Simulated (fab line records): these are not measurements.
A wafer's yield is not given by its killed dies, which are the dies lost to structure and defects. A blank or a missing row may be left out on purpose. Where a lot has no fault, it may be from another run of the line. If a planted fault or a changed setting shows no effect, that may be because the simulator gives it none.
A struck lot beside a sound one	flow sky130	24 out of 708 route steps
Sound: these wafers, L825.2, L825.3, L825.5. Wafers struck: L830.3, L830.4, L830.6. The cause is given at the end.
Per side, at each step with rows, come the tool, then ch with its chambers, and then its first start. Under that, the readings that differ: sound wafers	struck wafers	difference of the means	sigmas: that difference in standard deviations of wafers without a fault.
alike: words and numbers the same on both sides, and readings whose means are apart by under 2 such deviations; not compared: readings that were withheld, readings missing a value for some wafer, numbers with overlapping values and no deviation given by the record, and bounds like >300 which may hide the same value.
The two part at a step that has a row with sigmas, a row that says differs or no value, or rows on one side only. Non-overlapping numbers with no deviation appear without sigmas and do not part them. A reading missing from all wafers of one side parts the sides only when that side holds two or more wafers.

first, 9 steps without rows for these wafers: SKY_VIA3_SPUTTER_20 (material TiN, target thk 20 nm, time 80 s); SKY_VIA3_CVD_21 (deposits W, target thk 390 nm, time 117.31 s); SKY_VIA3_CMP_24 (polishes, stops on SiO2, t overpolish 20 s, target thk 0 nm); SKY_METAL4_SPUTTER_00 (material Ti, target thk 15 nm, time 10 s); SKY_METAL4_SPUTTER_01 (material TiN, target thk 20 nm, time 16.7 s); SKY_METAL4_SPUTTER_02 (material AlCu, target thk 735 nm, time 39.1 s); SKY_METAL4_SPUTTER_03 (material Ti, target thk 5 nm, time 3.3 s); SKY_METAL4_SPUTTER_04 (material TiN, target thk 70 nm, time 58.3 s); SKY_CAP2M_CVD_00 (deposits SiO2, target thk 15.5 nm).
SKY_CAP2M_SPUTTER_02: material TiN, target thk 200 nm, time 166.7 s.
  sound on pvd-sputter-02 at day 42 03:04; struck on pvd-sputter-02 at day 42 20:14
reading	sound	struck	difference	sigmas
model.TiN_of_CAP2M_SPUTTER_02.thk-nm (nm)	204 199.8 201.7	298.8 295.3 299	+95.9	
  alike: throttle-valve-pct
SKY_CAP2M_RS_MEAS_03: uses a four-point probe to measure.
  sound on film-metro-01 at day 42 03:11; struck on film-metro-01 at day 42 20:23
reading	sound	struck	difference	sigmas
CAP2M_TIN_RS (ohm/sq)	6.77 6.91 6.86	4.60 4.65 4.60	-2.23	-27
SKY_CAP2M_THK_MEAS_04: measures by xrf.
  sound on film-metro-01 at day 42 03:18; struck on film-metro-01 at day 42 20:29
reading	sound	struck	difference	sigmas
CAP2M_TIN_THK (nm)	202.9 198.6 201.1	297.6 293.6 296.6	+95.1	+41
then, 7 steps without rows for these wafers: SKY_CAP2M_DEHYDRATE_05 (time 60 s); SKY_CAP2M_HMDS_06 (prime time 60 s); SKY_CAP2M_COAT_07 (resist thk 1140 nm); SKY_CAP2M_SOFTBAKE_08 (time 60 s); SKY_CAP2M_EXPOSE_09 (exposes mask CAP2M, target cd 1000 nm); SKY_CAP2M_PEB_10; SKY_CAP2M_DEVELOP_11 (develop time 60 s).
SKY_CAP2M_METAL_ETCH_13: etches TiN in Cl2/BCl3, stops on SiO2, target depth 220 nm, time 62.9 s.
  sound on rie-metal-03 ch 0, day 43 01:08; struck on rie-metal-04 ch 0, day 43 18:29
reading	sound	struck	difference	sigmas
drypump-motor-current-A (A)	6.5 6.5 6.5	5.0 5.1 5.0	-1.5	-3
oes-product-au (a.u.)	0.952 0.941 0.947	1.021 1.025 1.017	+0.074	+10
throttle-valve-pct (%)	21.897 21.907 21.887	21.862 21.864 21.851	-0.038	-4
  alike: bias-w, he-backside-leak-sccm, rf-fwd-power-W
  not compared: rf-hours-counter-h
then, 1 step without rows for these wafers: SKY_CAP2M_STRIP_14 (strips in O2/N2).
SKY_CAP2M_STRIP_15: strips in post etch residue remover, time 1200 s.
  sound on wet-bench-03 ch 2, day 43 01:19; struck on wet-bench-01 ch 2, day 43 18:42
reading	sound	struck	difference	sigmas
model.TiN_of_CAP2M_SPUTTER_02.thk-nm (nm)	203.6 199.4 201.3	298.4 294.8 298.6	+95.8	
then, 1 step without rows for these wafers: SKY_CAP2M_CLEAN_16 (cleans in IPA, time 180 s).
-- the record jumps here: 5 days lie between the struck wafers' starts before and after (it left off in module CAP2M and takes up again in module PAD_OPEN, whose first step shown is number 708 of the route) --
SKY_PAD_OPEN_PROBE_99:
  sound on prober-02 at day 47 20:13; struck on prober-02 at day 48 13:08
reading	sound	struck	difference	sigmas
defect-limited-yield (%)	84.1 85.0 79.5	0 0 0	-83	-44
killed-at-other	0 0 0	412 425 414	+417	+99 or more
killed-dies	78 74 101	492 492 492	+408	+44
killed-on-rim	11 9 24	96 96 96	+81	+21
sort_bin_3_pad_short (%)	0.2 0.2 1.6	84.6 87.4 84.8	+84.9	+99 or more
sort-n-pass	414 418 391	0 0 0	-408	-44
sort-yield-pct (%)	84.1 85.0 79.5	0 0 0	-83	-44
  alike: killed_at_M0_to_M3, killed_at_M4_up, killed-at-contacts, killed-at-front-end, killed-open, killed-short, sort_bin_5_function, sort_bin_6_memory

== WHERE THEY PART ==
Last at SKY_PAD_OPEN_PROBE_99 as far as this record goes, first at SKY_CAP2M_RS_MEAS_03.

WHY: whatever the simulator had introduced
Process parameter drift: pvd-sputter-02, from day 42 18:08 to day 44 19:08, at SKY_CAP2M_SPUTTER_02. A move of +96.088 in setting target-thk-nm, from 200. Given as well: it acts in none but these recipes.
